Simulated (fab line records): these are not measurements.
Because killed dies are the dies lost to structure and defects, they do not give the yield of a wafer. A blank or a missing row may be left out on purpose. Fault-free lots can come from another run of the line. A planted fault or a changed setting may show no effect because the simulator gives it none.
Which tool was responsible? || flow sky130 || 12 lots, 36 wafers sampled, at 2 steps of a route of 708

## WHAT THE GAUGES READ, wafer by wafer
SKY_VIA2_THK_MEAS_01.
{"lot": "L076", "measured": "day 36 04:26", "on": "film_metro-02", "VIA2_HDPCVD_THK (nm)": "1185 1183 1191"}
{"lot": "L077", "measured": "day 36 09:44", "on": "film_metro-02", "VIA2_HDPCVD_THK (nm)": "1208 1176 1194"}
{"lot": "L079", "measured": "day 36 20:29", "on": "film_metro-02", "VIA2_HDPCVD_THK (nm)": "1194 1178 1189"}
{"lot": "L080", "measured": "day 37 15:28", "on": "film_metro-02", "VIA2_HDPCVD_THK (nm)": "1213 1213 1187"}
{"lot": "L083", "measured": "day 38 02:09", "on": "film_metro-02", "VIA2_HDPCVD_THK (nm)": "1191 1185 1191"}
{"lot": "L085", "measured": "day 38 20:32", "on": "film_metro-04", "VIA2_HDPCVD_THK (nm)": "1195 1199 1192"}
{"lot": "L087", "measured": "day 39 03:49", "on": "film_metro-04", "VIA2_HDPCVD_THK (nm)": "1197 1192 1181"}
{"lot": "L089", "measured": "day 39 15:11", "on": "film_metro-04", "VIA2_HDPCVD_THK (nm)": "1199 1193 1210"}
{"lot": "L091", "measured": "day 40 03:57", "on": "film_metro-02", "VIA2_HDPCVD_THK (nm)": "1204 1188 1210"}
{"lot": "L093", "measured": "day 40 19:40", "on": "film_metro-01", "VIA2_HDPCVD_THK (nm)": "1182 1196 1194"}
{"lot": "L095", "measured": "day 41 13:55", "on": "film_metro-04", "VIA2_HDPCVD_THK (nm)": "1196 1179 1175"}
{"lot": "L097", "measured": "day 41 22:11", "on": "film_metro-04", "VIA2_HDPCVD_THK (nm)": "1172 1169 1180"}

## TOOL THAT RAN EACH LOT (tool first, then ch and the chambers of the sampled wafers, then the start)
{"lot": "L076", "SKY_VIA1_ETCH_14": "rie_diel-02 ch 0,2,3, day 34 23:25"}
{"lot": "L077", "SKY_VIA1_ETCH_14": "rie_diel-03 ch 1,3, day 35 05:42"}
{"lot": "L079", "SKY_VIA1_ETCH_14": "rie_diel-02 ch 1,2, day 35 15:36"}
{"lot": "L080", "SKY_VIA1_ETCH_14": "rie_diel-02 ch 0,1,3, day 36 11:47"}
{"lot": "L083", "SKY_VIA1_ETCH_14": "rie_diel-03 ch 0,2,3, day 36 22:11"}
{"lot": "L085", "SKY_VIA1_ETCH_14": "rie_diel-04 ch 0,1,3, day 37 16:55"}
{"lot": "L087", "SKY_VIA1_ETCH_14": "rie_diel-04 ch 0,1,3, day 38 00:10"}
{"lot": "L089", "SKY_VIA1_ETCH_14": "rie_diel-02 ch 0,2, day 38 11:50"}
{"lot": "L091", "SKY_VIA1_ETCH_14": "rie_diel-04 ch 0,1, day 39 00:36"}
{"lot": "L093", "SKY_VIA1_ETCH_14": "rie_diel-02 ch 2,3, day 39 16:45"}
{"lot": "L095", "SKY_VIA1_ETCH_14": "rie_diel-02 ch 1,2, day 40 10:49"}
{"lot": "L097", "SKY_VIA1_ETCH_14": "rie_diel-04 ch 0,3, day 40 19:06"}
- SKY_VIA1_ETCH_14: etches BARC in N2/H2, stops on SiO2, time 45.9 s, target depth 60 nm.

## THE ANSWER, worked out from the rows above alone
Rule: what is usual is taken from the lots themselves. The widest of any qualifying gaps counts: lots, ordered by their means at a reading, are off when they make up no more than a third of the lots, leave a main group of 4 or more, and stand apart from it by 3 or more times the standard deviation of that group's means. A main group whose means are all the same, to the digits that the tables above print for the reading, isn't used. Also off: a lot with no number at a reading for which 4 or more lots have one. Where the step has rows for the other lots, those lots are counted as sound.
Across all readings shown, no lot is off: no conclusion can be drawn from this.

## WHAT THE SIMULATOR PUT IN
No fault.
